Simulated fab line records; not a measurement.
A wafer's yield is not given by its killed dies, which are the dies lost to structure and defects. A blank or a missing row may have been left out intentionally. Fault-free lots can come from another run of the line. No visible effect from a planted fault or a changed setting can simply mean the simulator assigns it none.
Problem report in the 8D (eight disciplines) form, filled by code ; flow sky130 ; the parts of the form that need people (team, actions taken, sign-off) are left out

## 1. WHAT WENT WRONG
Wafers free of any fault read 1656 (standard deviation 9.4) for RES_XHIGH_TW at SKY_RES_XHIGH_TW_MEAS_09, against a mean of 1454 on 6 wafers of 2 lots. That is -22 standard deviations from the usual mean.
The first sign was on wafer L801.2 at day 29 10:58, on film_metro-04. Wafers with a number at this step in the record: 39, from 13 lots. Rule for "out" (also "out of limits"): further than 4 standard deviations from the usual mean. Any other wafer with a number is counted as sound.

## 2. WHAT IT IS; WHAT IT IS NOT
question;is;is not
which readings at this step;RES_XHIGH_TW;-
which lots;L801, L802;L793, L794, L805, L809, L810, L811, L812, L813, L814, L815, L816
which wafers of those lots;all that have a number;-
read on which gauges;film_metro-04;film_metro-01, film_metro-02
when;from day 29 10:58;"up to then (6 sound wafers); but 27 sound wafers of L805, L809, L810, L811, L812, L813, L814, L815, L816 came after"

## 3. SUSPECTS, AND WHAT RULES EACH OUT
Counting: a tool at a process step up to the reading stays a suspect if it ran every lot that is out and no sound lot after the first of them.
- the gauge at SKY_RES_XHIGH_TW_MEAS_09: ruled out. All the wafers that are out were read on film_metro-04, but those of them that SKY_RES_XHIGH_IMPLANT_07 has rows for are out there too, on other tools.
- implanter-02 at SKY_RES_XHIGH_IMPLANT_07: ruled out as a lasting fault. The sound lots L812, L816 went through it after L801, its earliest lot that is out (day 29 10:43).
- plasma_asher-02 at SKY_RES_XHIGH_STRIP_08 (strips in O2/N2): ruled out as a lasting fault. The sound lots L814, L815, L816 went through it after L801, its earliest lot that is out (day 29 10:51).
Left after counting: nothing in the record.

## 4. THE CAUSE (what the simulator had put in)
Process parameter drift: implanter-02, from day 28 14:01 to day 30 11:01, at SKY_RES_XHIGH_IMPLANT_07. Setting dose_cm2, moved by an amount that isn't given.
It was ruled out by counting, in error; the rule expects a fault to strike all lots run on its tool from its start on, and this fault did not.

## 5. THE EFFECT CHAIN, in route order
Rows list readings where the struck wafers' mean (over those with a number) sits beyond 3 standard deviations from the usual. Only readings for which the record gives a usual standard deviation are gone through. hours: the time from each lot's start at the first step in this table that gives one to its start at this step, as a median over the lots. sigmas: the change in usual standard deviations.
hours;step;reading;usual;on struck wafers;change;sigmas
0;SKY_RES_XHIGH_IMPLANT_07;beam_on_s;37.6 s;22.8;-14.8;-7.4
0;SKY_RES_XHIGH_IMPLANT_07;dose_ions_cm2;3.6e+14;2.3e+14;-1.3e+14;-99 or more
0;SKY_RES_XHIGH_TW_MEAS_09;RES_XHIGH_TW;1656;1454;-202;-22
29;SKY_SD_N_RS_MEAS_18;RES_XHIGH_RS;332.8 ohm/sq;476.2;+143.4;+99 or more
Process steps it contains:
- SKY_RES_XHIGH_IMPLANT_07

## 6. HOW IT WOULD HAVE BEEN CAUGHT EARLIER
Counted from the fault's start at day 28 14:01, it took 21 hours until the first out-of-limits reading at a measuring or inspecting step in this record, taken at day 29 10:58.
At SKY_RES_XHIGH_IMPLANT_07, the tool's own readings (beam_on_s, dose_ions_cm2) were out on each struck wafer the step has a row for, so an alarm limit on them would have fired on the first such wafer.
